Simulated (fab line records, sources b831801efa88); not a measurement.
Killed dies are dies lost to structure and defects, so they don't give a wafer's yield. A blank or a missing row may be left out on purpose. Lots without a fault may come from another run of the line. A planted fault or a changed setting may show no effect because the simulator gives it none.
Which tool did it? | flow gf180mcu | 12 lots, 36 wafers sampled, at 3 steps of a route of 602

WHAT THE GAUGES READ, wafer by wafer
GF_V3_OVL_MEAS_15.
lot  | measured     | on         | V3_OVL (nm)
L075 | day 22 17:32 | overlay-01 | 9 3 4
L077 | day 23 07:09 | overlay-02 | 1 7 2
L079 | day 24 05:29 | overlay-01 | -4 1 -5
L081 | day 25 05:38 | overlay-02 | 0 3 4
L083 | day 25 10:37 | overlay-02 | -2 2 -5
L085 | day 26 08:08 | overlay-02 | 1 -1 -3
L087 | day 26 21:51 | overlay-02 | 3 1 -3
L089 | day 27 14:34 | overlay-02 | -2 0 5
L091 | day 28 03:19 | overlay-01 | 0 -5 -6
L093 | day 28 14:35 | overlay-02 | 3 5 5
L095 | day 29 04:30 | overlay-02 | 10 -6 5
L097 | day 29 18:25 | overlay-02 | 2 4 -9

WHICH TOOL RAN EACH LOT (tool, then ch and the chambers of the sampled wafers, then the start)
lot  | GF_V2_ETCH_17                                 | GF_V3_CMP_04
L075 | rie_diel-04 ch 0,2,3, day 21 17:22 or earlier | cmp-02 ch 1,2,3, day 21 17:22
L077 | rie_diel-02 ch 1,2,3, day 22 07:03 or earlier | cmp-01 ch 1,2, day 22 07:03
L079 | rie_diel-01 ch 0,1,2, day 23 06:04 or earlier | cmp-02 ch 1,3, day 23 06:04
L081 | rie_diel-02 ch 0,1, day 24 07:20 or earlier   | cmp-01 ch 0,1,3, day 24 07:20
L083 | rie_diel-01 ch 0,1,2, day 24 12:11 or earlier | cmp-01 ch 0,1,3, day 24 12:11
L085 | rie_diel-02 ch 2,3, day 25 10:33 or earlier   | cmp-02 ch 0,3, day 25 10:33
L087 | rie_diel-01 ch 0,1,2, day 26 01:07 or earlier | cmp-01 ch 0,1,3, day 26 01:07
L089 | rie_diel-04 ch 0,1,3, day 26 18:29 or earlier | cmp-01 ch 1,2,3, day 26 18:29
L091 | rie_diel-02 ch 1,2, day 27 06:46 or earlier   | cmp-01 ch 0,2,3, day 27 06:46
L093 | rie_diel-01 ch 1,2,3, day 27 17:59 or earlier | cmp-02 ch 0,1,2, day 27 17:59
L095 | rie_diel-02 ch 1,2,3, day 28 08:49 or earlier | cmp-01 ch 0,1,2, day 28 08:49
L097 | rie_diel-04 ch 0,2,3, day 28 23:08 or earlier | cmp-01 ch 0,3, day 28 23:08
- GF_V2_ETCH_17: etches SiO2 in C4F8/O2/Ar, stops on TiN, target depth 630 nm.
- GF_V3_CMP_04: polishes SiO2.

THE ANSWER, worked out from the rows above alone
Rule: what is usual is taken from the lots themselves. Put in order of their means at a reading, lots are off if they are a third of the lots or fewer, leave a main group of 4 or more, and stand apart from it by a gap of 3 or more times the standard deviation of the main group's means; of several such gaps the widest counts. A main group whose means are all the same, to the digits that the tables above print for the reading, isn't used. A lot without any number at a reading at which 4 lots or more have one is off too. The other lots that the step has rows for count as sound.
No lot is off at any reading shown: from this, nothing can be told.

WHAT THE SIMULATOR HAD PUT IN
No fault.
